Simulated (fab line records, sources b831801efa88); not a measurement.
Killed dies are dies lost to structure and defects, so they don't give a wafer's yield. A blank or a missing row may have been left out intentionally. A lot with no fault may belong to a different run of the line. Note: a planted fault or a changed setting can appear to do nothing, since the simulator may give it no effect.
The tool behind it: which one? | flow gf180mcu | 11 lots, 33 wafers sampled, at 3 steps of a route of 602

## WHAT THE GAUGES SHOWED, per wafer
GF_TOP_METAL_RS_MEAS_05: measures by four-point-probe.
lot  | measured     | on            | TOP_METAL_ALCU_RS (ohm/sq)
L920 | day 27 07:01 | film_metro-03 | 0.0335 0.0332 0.0335
L921 | day 28 06:04 | film_metro-02 | 0.0330 0.0331 0.0329
L922 | day 28 09:19 | film_metro-03 | 0.0323 0.0335 0.0330
L923 | day 28 12:55 | film_metro-01 | 0.0335 0.0338 0.0335
L927 | day 29 19:59 | film_metro-01 | 0.0330 0.0326 0.0329
L931 | day 30 08:55 | film_metro-01 | 0.0336 0.0337 0.0340
L932 | day 30 19:09 | film_metro-02 | 0.0236 0.0237 0.0238 0.0236 0.0237 0.0239
L933 | day 31 00:13 | film_metro-03 | 0.0233 0.0233 0.0231 0.0232 0.0233 0.0231
L934 | day 31 09:17 | film_metro-03 | 0.0335 0.0325 0.0324
L939 | day 32 20:25 | film_metro-03 | 0.0332 0.0326 0.0334
L942 | day 33 09:14 | film_metro-01 | 0.0329 0.0328 0.0327

## TOOL THAT RAN EACH LOT (tool first, then ch and the chambers of the sampled wafers, then the start)
lot  | GF_MIM_SPUTTER_08            | GF_TOP_METAL_SPUTTER_02
L920 | pvd_sputter-04, day 24 10:53 | pvd_sputter-04, day 27 06:55
L921 | pvd_sputter-04, day 25 12:04 | pvd_sputter-03, day 28 05:59
L922 | pvd_sputter-01, day 25 14:56 | pvd_sputter-01, day 28 09:14
L923 | pvd_sputter-02, day 25 19:28 | pvd_sputter-03, day 28 12:50
L927 | pvd_sputter-04, day 27 04:20 | pvd_sputter-03, day 29 19:52
L931 | pvd_sputter-04, day 27 18:35 | pvd_sputter-01, day 30 08:49
L932 | pvd_sputter-04, day 28 06:35 | pvd_sputter-03, day 30 19:04
L933 | pvd_sputter-04, day 28 12:18 | pvd_sputter-03, day 31 00:08
L934 | pvd_sputter-04, day 28 21:59 | pvd_sputter-04, day 31 09:10
L939 | pvd_sputter-04, day 30 12:55 | pvd_sputter-04, day 32 20:20
L942 | pvd_sputter-02, day 31 03:05 | pvd_sputter-04, day 33 09:09
- GF_MIM_SPUTTER_08: material AlCu, target thk 200 nm, time 10.6 s.
- GF_TOP_METAL_SPUTTER_02: material AlCu, target thk 900 nm, time 47.82 s.

## THE ANSWER, worked out from the rows above alone
Rule: usual is defined by the lots themselves. The widest of any qualifying gaps counts: lots, ordered by their means at a reading, are off when they make up no more than a third of the lots, leave a main group of 4 or more, and stand apart from it by 3 or more times the standard deviation of that group's means. A main group whose means are all the same, to the digits that the tables above print for the reading, isn't used. Also off: a lot with no number at a reading for which 4 or more lots have one. All remaining lots with rows at the step are treated as sound.
Off: L932, L933, seen at GF_TOP_METAL_RS_MEAS_05 (TOP_METAL_ALCU_RS). The main group: mean 0.0331 ohm/sq, standard deviation 0.00034.
If a tool, at a process step before that reading, ran all the lots that are off and no sound lot after the first of them, it fits. The gauges at GF_TOP_METAL_RS_MEAS_05 are tried like those tools. One fits: pvd_sputter-03 at GF_TOP_METAL_SPUTTER_02. A fault onset in the window from L927 (day 29 19:52, its last sound lot) to L932 (day 30 19:04, its first lot off) fits.

## WHAT THE SIMULATOR HAD INSERTED
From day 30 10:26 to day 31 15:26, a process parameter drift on pvd_sputter-03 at GF_TOP_METAL_SPUTTER_02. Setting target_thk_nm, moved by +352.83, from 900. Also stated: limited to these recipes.
Struck lots among those shown: L932, L933. Same finding as the rule above.
